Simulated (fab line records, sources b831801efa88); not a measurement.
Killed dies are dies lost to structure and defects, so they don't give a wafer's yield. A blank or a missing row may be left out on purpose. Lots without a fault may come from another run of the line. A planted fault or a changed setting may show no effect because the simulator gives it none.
Which tool did it? | flow sky130 | 6 lots, 18 wafers sampled, at 1 step of a route of 708

WHAT THE GAUGES READ, wafer by wafer
SKY_SONOS_ONO_THK_MEAS_01.
lot  | measured     | on            | SONOS_ONO_OXIDATION_THK (nm)
L634 | day 12 17:03 | film_metro-01 | 2.62 2.57 2.56
L641 | day 15 01:31 | film_metro-04 | 2.59 2.58 2.60
L645 | day 16 05:44 | film_metro-02 | 2.68 2.65 2.65
L650 | day 18 04:22 | film_metro-01 | 2.52 2.51 2.54
L653 | day 18 22:55 | film_metro-02 | 2.48 2.55 2.49
L655 | day 19 20:57 | film_metro-02 | 2.53 2.63 2.57

WHICH TOOL RAN EACH LOT (tool, then ch and the chambers of the sampled wafers, then the start)
The record holds no process step before these readings.

THE ANSWER, worked out from the rows above alone
Rule: what is usual is taken from the lots themselves. Put in order of their means at a reading, lots are off if they are a third of the lots or fewer, leave a main group of 4 or more, and stand apart from it by a gap of 3 or more times the standard deviation of the main group's means; of several such gaps the widest counts. A main group whose means are all the same, to the digits that the tables above print for the reading, isn't used. A lot without any number at a reading at which 4 lots or more have one is off too. The other lots that the step has rows for count as sound.
No lot is off at any reading shown: from this, nothing can be told.

WHAT THE SIMULATOR HAD PUT IN
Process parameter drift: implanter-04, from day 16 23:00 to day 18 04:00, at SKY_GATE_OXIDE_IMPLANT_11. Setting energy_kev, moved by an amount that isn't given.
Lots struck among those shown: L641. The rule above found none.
